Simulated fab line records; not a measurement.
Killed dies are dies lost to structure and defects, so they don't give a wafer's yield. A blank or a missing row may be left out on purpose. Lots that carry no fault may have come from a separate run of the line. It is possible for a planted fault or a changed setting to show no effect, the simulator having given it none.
Chamber matching + flow gf180mcu + pecvd-04 running GF_MIM_CVD_05: 3 sister chambers
The step deposits Si3N4, target thk 42 nm, time 29.086 s. 24 wafers are shown with their chamber, then 12 later ones without.

WAFERS PAIRED WITH THEIR CHAMBERS
| wafer  | chamber | heater-power-w (W) |
|--------|---------|--------------------|
| L077.1 | 2       | 661                |
| L077.2 | 1       | 485                |
| L077.4 | 0       | 708                |
| L078.2 | 1       | 464                |
| L078.3 | 2       | 676                |
| L078.6 | 1       | 475                |
| L079.2 | 1       | 410                |
| L079.4 | 0       | 674                |
| L079.6 | 1       | 415                |
| L081.1 | 1       | 463                |
| L081.2 | 2       | 659                |
| L081.5 | 2       | 650                |
| L082.1 | 0       | 677                |
| L082.5 | 1       | 490                |
| L082.6 | 0       | 664                |
| L087.1 | 1       | 424                |
| L087.2 | 0       | 695                |
| L087.3 | 2       | 707                |
| L087.4 | 2       | 698                |
| L087.5 | 1       | 434                |
| L087.6 | 0       | 695                |
| L090.1 | 0       | 691                |
| L090.2 | 2       | 684                |
| L090.3 | 1       | 464                |

SIGNATURES (means of the wafers above)
| reading        | chamber 0 | chamber 1 | chamber 2 | scatter within a chamber |
|----------------|-----------|-----------|-----------|--------------------------|
| heater-power-w | 686.29    | 452.40    | 676.43    | 23.7                     |
Rule: distance of a wafer from a chamber = root of the sum over the readings of ((wafer's reading minus chamber's mean) / reading's scatter) squared. If the next closest chamber is less than 2 further off than the closest, the wafer can't be placed; otherwise it belongs to the closest. The scatter: take each reading less its chamber's mean, square it, sum over the shown wafers, divide by the number of wafers less the number of chambers, and take the root.

WAFERS MISSING THEIR CHAMBER
| wafer  | heater-power-w (W) |
|--------|--------------------|
| L090.4 | 463                |
| L090.5 | 684                |
| L090.6 | 684                |
| L093.3 | 499                |
| L093.5 | 576                |
| L093.6 | 703                |
| L094.4 | 681                |
| L094.5 | 611                |
| L094.6 | 416                |
| L096.1 | 560                |
| L096.3 | 643                |
| L096.6 | 509                |

WHICH CHAMBER EACH WENT THROUGH
| wafer  | from the rows above          | in truth |
|--------|------------------------------|----------|
| L090.4 | 1                            | 1        |
| L090.5 | can't be placed: 0 or 2      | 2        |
| L090.6 | can't be placed: 0 or 2      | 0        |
| L093.3 | 1                            | 1        |
| L093.5 | can't be placed: 2 or 0 or 1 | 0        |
| L093.6 | can't be placed: 0 or 2      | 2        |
| L094.4 | can't be placed: 2 or 0      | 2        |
| L094.5 | can't be placed: 2 or 0      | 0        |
| L094.6 | 1                            | 1        |
| L096.1 | can't be placed: 1 or 2 or 0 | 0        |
| L096.3 | can't be placed: 2 or 0      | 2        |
| L096.6 | 1                            | 1        |
4 of 12 placed correctly. These rows do not allow placing 8 (true chamber among the candidates in 8). Wrongly placed: 0.
